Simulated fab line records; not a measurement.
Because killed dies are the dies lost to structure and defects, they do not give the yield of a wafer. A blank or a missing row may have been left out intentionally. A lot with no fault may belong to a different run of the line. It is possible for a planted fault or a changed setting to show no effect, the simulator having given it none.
Lot-split experiment -- flow sky130 -- route with 708 steps; 5 lots, 23 wafers read

ABOUT THE SPLIT
At SKY_VIA1_HDPCVD_00 (deposits SiO2, target thk 1030 nm, time 171.7 s), the setting time_s was moved away from the recipe's 171.7 s on 8 of the 23 wafers read, by -7.5% to +12.4%. For the rest of the wafers, this setting stayed at what the recipe calls for.

The file shows no step between the split and the reading.

THE READING
VIA1_HDPCVD_THK (nm), taken at SKY_VIA1_THK_MEAS_01. A value of 1027 nm with a standard deviation of 10 nm is what fault-free wafers of this fab line usually give.

wafer,"tool, chamber at the split","time_s as run, s",against the recipe,"VIA1_HDPCVD_THK, nm",against lot-mates on the recipe
L074.1,"hdpcvd-01, 0",164.5,-4.2%,983,-43
L074.2,"hdpcvd-01, 1",171.7,recipe,1028,-
L074.3,"hdpcvd-01, 2",164.5,-4.2%,967,-59
L074.4,"hdpcvd-01, 0",171.7,recipe,1024,-
L074.6,"hdpcvd-01, 1",164.5,-4.2%,988,-38
L078.1,"hdpcvd-01, 2",158.8,-7.5%,953,-97
L078.2,"hdpcvd-01, 0",171.7,recipe,1049,-
L078.4,"hdpcvd-01, 2",158.8,-7.5%,956,-94
L078.5,"hdpcvd-01, 0",171.7,recipe,1051,-
L078.6,"hdpcvd-01, 1",158.8,-7.5%,956,-94
L081.2,"hdpcvd-02, 0",171.7,recipe,1037,-
L081.3,"hdpcvd-02, 1",171.7,recipe,1028,-
L081.6,"hdpcvd-02, 0",171.7,recipe,1037,-
L083.1,"hdpcvd-02, 0",171.7,recipe,1022,-
L083.2,"hdpcvd-02, 2",171.7,recipe,1031,-
L083.4,"hdpcvd-02, 0",171.7,recipe,1011,-
L083.5,"hdpcvd-02, 1",171.7,recipe,1014,-
L083.6,"hdpcvd-02, 2",171.7,recipe,1019,-
L085.1,"hdpcvd-01, 2",193,+12.4%,1137,+123
L085.2,"hdpcvd-01, 1",171.7,recipe,1017,-
L085.3,"hdpcvd-01, 0",193,+12.4%,1151,+137
L085.4,"hdpcvd-01, 2",171.7,recipe,1022,-
L085.6,"hdpcvd-01, 1",171.7,recipe,1003,-

FIT RESULTS
A straight line over all 23 wafers: VIA1_HDPCVD_THK changes by +9.64 nm for each +1% of time_s; r = +0.97; the points scatter about the line by 12 nm.
The same after taking each lot's own level away (the mean of its wafers on the recipe; 23 wafers): +11.2 nm for each +1%; r = +0.99; scatter 7.7 nm.
On that fit, the largest move of time_s shifts the reading by 1.4e+02 nm.
The lots' own levels span 1014.0 to 1050.0 nm, that is 3.6 times the standard deviation above.
So the lot-to-lot level changes the slope: the two fits differ.
Check: with one of the wafers moved furthest among these (+12.4%) left out of the fit, the line predicts +144 nm for it against its lot-mates. Against them it came out at +123 nm.

OTHER SPLITS ON THESE WAFERS
These wafers also went through other splits before the reading. Each is held against what the fit with the lots' levels taken away leaves over:
other split on the same wafers,wafers away from the commonest value,r with VIA1_HDPCVD_THK (lot level and that fit taken away)
SKY_CONTACT_CVD_24 pressure_torr,18,+0.29
SKY_METAL1_SPUTTER_04 power_w,8,-0.24
SKY_METAL1_EXPOSE_12 dose_mj,10,-0.05

THE WHOLE CHAIN: every reading that the file lists as answering this split, in the file's order
step,what it does,reading,change (the file's fit),r (the file's)
SKY_VIA1_HDPCVD_00,"deposits SiO2, target thk 1030 nm, time 171.7 s","SiO2_of_VIA1_HDPCVD_00.thk_nm (the simulator's own value, which no gauge read)",+11.8 nm for each +1% of the setting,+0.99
SKY_VIA1_THK_MEAS_01,,VIA1_HDPCVD_THK,+11.1 for each +1% of the setting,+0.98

THE FILE'S OWN FIT
VIA1_HDPCVD_THK changes by +11.1 nm for each +1% of time_s, r = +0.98.
